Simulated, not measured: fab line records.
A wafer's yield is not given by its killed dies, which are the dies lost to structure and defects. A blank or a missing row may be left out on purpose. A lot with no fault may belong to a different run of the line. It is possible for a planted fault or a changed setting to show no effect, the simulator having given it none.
What tool caused it? ; flow gf180mcu ; Sampling: 13 lots, 39 wafers, 6 of 602 route steps

== WHAT THE GAUGES SHOWED, per wafer ==
GF_STI_BOW_MEAS_00.
lot;measured;on;INCOMING_BOW (um)
L236;day 1 10:01;filmMetro-03;3 11 0
L238;day 1 20:00;filmMetro-04;6 4 -6
L243;day 2 21:00;filmMetro-04;-15 1 -2
L244;day 3 02:01;filmMetro-03;-2 -1 -10
L248;day 3 22:00;filmMetro-03;-1 10 -5
L250;day 4 08:00;filmMetro-04;-2 -5 2
L251;day 4 13:00;filmMetro-02;1 -7 2
L252;day 4 18:01;filmMetro-02;7 3 6
L253;day 4 23:01;filmMetro-03;-12 1 8
L255;day 5 09:00;filmMetro-03;-1 2 7
L257;day 5 19:00;filmMetro-04;-5 -8 -3
L258;day 6 00:00;filmMetro-03;6 0 -4
L259;day 6 05:04;filmMetro-02;7 -2 -14

GF_MVPSD_OVL_MEAS_07.
lot;measured;on;MVPSD_OVL (nm)
L236;day 5 01:31;overlay-01;0.9 0.1 0.4
L238;day 5 12:17;overlay-01;0.9 0.5 -0.7
L243;day 6 17:59;overlay-01;5.6 1.3 1.5
L244;day 6 23:24;overlay-02;-0.1 0.7 -0.2
L248;day 8 01:02;overlay-02;-1.8 0.0 -2.2
L250;day 8 12:59;overlay-01;-0.1 0.1 2.1
L251;day 8 19:54;overlay-01;0.6 0.9 0.9
L252;day 9 00:17;overlay-01;0.7 1.2 2.0
L253;day 9 05:42;overlay-02;1.3 0.9 2.4
L255;day 9 21:23;overlay-02;-0.4 -0.4 -0.5
L257;day 10 07:12;overlay-01;-0.2 1.3 -0.2
L258;day 10 11:20;overlay-01;-2.4 -0.6 -1.4
L259;day 10 18:07;overlay-02;-0.5 1.4 -1.7

GF_VT_IMPLANT_OVL_MEAS_07.
lot;measured;on;VT_IMPLANT_OVL (nm)
L236;day 5 16:02;overlay-01;-0.7 1.6 1.6
L238;day 6 02:59;overlay-01;-1.5 -0.3 -0.8
L243;day 7 09:54;overlay-02;1.1 0.5 1.0
L244;day 7 14:54;overlay-01;- - -
L248;day 8 17:51;overlay-01;0.8 0.4 -1.5
L250;day 9 06:05;overlay-01;-1.6 -3.7 -2.2
L251;day 9 13:15;overlay-01;-1.7 -2.5 -1.7
L252;day 9 16:42;overlay-01;-1.5 -1.2 0.4
L253;day 9 23:06;overlay-02;-1.8 -2.1 -0.5
L255;day 10 14:21;overlay-01;-2.5 -2.3 -1.5
L257;day 11 00:42;overlay-01;-1.8 -1.6 -1.7
L258;day 11 05:20;overlay-02;-0.5 -1.0 -0.9
L259;day 11 12:58;overlay-02;-0.7 -1.2 -3.9

GF_VT_IMPLANT_TW_MEAS_10.
lot;measured;on;VT_IMPLANT_TW
L236;day 5 16:19;filmMetro-03;572 570 567
L238;day 6 03:16;filmMetro-02;560 566 566
L243;day 7 10:11;filmMetro-02;564 566 566
L244;day 7 15:11;filmMetro-03;30 30 30 30 30 30
L248;day 8 18:08;filmMetro-03;565 565 571
L250;day 9 06:22;filmMetro-02;564 566 566
L251;day 9 13:32;filmMetro-03;576 570 572
L252;day 9 16:59;filmMetro-03;573 574 571
L253;day 9 23:23;filmMetro-03;573 572 569
L255;day 10 14:38;filmMetro-03;564 565 565
L257;day 11 00:59;filmMetro-01;552 556 548
L258;day 11 05:37;filmMetro-02;569 569 568
L259;day 11 13:16;filmMetro-03;571 570 570

GF_VT_IMPLANT_OVL_MEAS_18.
lot;measured;on;VT_IMPLANT_01_OVL (nm)
L236;day 6 06:41;overlay-01;0.9 0.3 -0.1
L238;day 6 18:11;overlay-02;0.5 0.9 0.5
L243;day 8 01:48;overlay-02;0.4 0.1 -1.8
L248;day 9 10:17;overlay-01;1.6 0.5 0.9
L250;day 9 23:29;overlay-02;0.7 -1.2 -0.2
L251;day 10 06:51;overlay-02;2.4 1.9 3.0
L252;day 10 10:41;overlay-01;2.8 0.4 -1.2
L253;day 10 16:14;overlay-02;1.4 0.1 2.1
L255;day 11 08:18;overlay-02;0.5 1.3 0.9
L257;day 11 19:36;overlay-02;0.6 1.9 1.9
L258;day 12 00:21;overlay-02;1.4 0.5 0.7
L259;day 12 07:50;overlay-02;1.2 2.7 1.9

== EACH LOT AND THE TOOL THAT RAN IT (in order: tool; ch and the chambers of the sampled wafers; start) ==
lot;GF_VT_IMPLANT_EXPOSE_04
L236;ilineStepper-01 ch 0, day 5 09:19
L238;ilineStepper-01 ch 0, day 5 19:36
L243;ilineStepper-01 ch 0, day 7 01:52
L244;ilineStepper-01 ch 0, day 7 07:15
L248;ilineStepper-01 ch 0, day 8 10:07
L250;ilineStepper-01 ch 0, day 8 22:10
L251;ilineStepper-01 ch 0, day 9 05:00
L252;ilineStepper-02 ch 0, day 9 08:28
L253;ilineStepper-01 ch 0, day 9 14:34
L255;ilineStepper-02 ch 0, day 10 05:56
L257;ilineStepper-01 ch 0, day 10 16:37
L258;ilineStepper-01 ch 0, day 10 19:57
L259;ilineStepper-02 ch 0, day 11 03:47
- GF_VT_IMPLANT_EXPOSE_04: exposes mask LVPWELL LV AREA, target cd 600 nm.

== WHAT THE TOOLS THEMSELVES READ (means of the sampled wafers that have a number; where no wafer has one, the mark that the record gives instead) ==
The record holds no such reading with a usual standard deviation.

== THE ANSWER, worked out from the rows above alone ==
Rule: what is usual is taken from the lots themselves. The widest of any qualifying gaps counts: lots, ordered by their means at a reading, are off when they make up no more than a third of the lots, leave a main group of 4 or more, and stand apart from it by 3 or more times the standard deviation of that group's means. Not used: any main group whose means are identical at the precision the tables above print for the reading. A lot without any number at a reading at which 4 lots or more have one is off too. Where the step has rows for the other lots, those lots are counted as sound. The gauges are gone through in route order, then the tools' own readings, and for those a lot's mean is taken as printed above. At the first step where some lot is off, the reading lying furthest off is the one used; lots without a number count as furthest.
Off: L244, at GF_VT_IMPLANT_OVL_MEAS_07 (VT_IMPLANT_OVL). Without a number there: L244. The main group has a mean of -1.0 nm with a standard deviation of 1.1.
If a tool, at a process step before that reading, ran all the lots that are off and no sound lot after the first of them, it fits. Not tried: the gauges at GF_VT_IMPLANT_OVL_MEAS_07; whatever is off there is also off at GF_VT_IMPLANT_TW_MEAS_10, on other tools, and gauge error can't account for it. None of those tried fits.

== WHAT HAD BEEN PUT IN BY THE SIMULATOR ==
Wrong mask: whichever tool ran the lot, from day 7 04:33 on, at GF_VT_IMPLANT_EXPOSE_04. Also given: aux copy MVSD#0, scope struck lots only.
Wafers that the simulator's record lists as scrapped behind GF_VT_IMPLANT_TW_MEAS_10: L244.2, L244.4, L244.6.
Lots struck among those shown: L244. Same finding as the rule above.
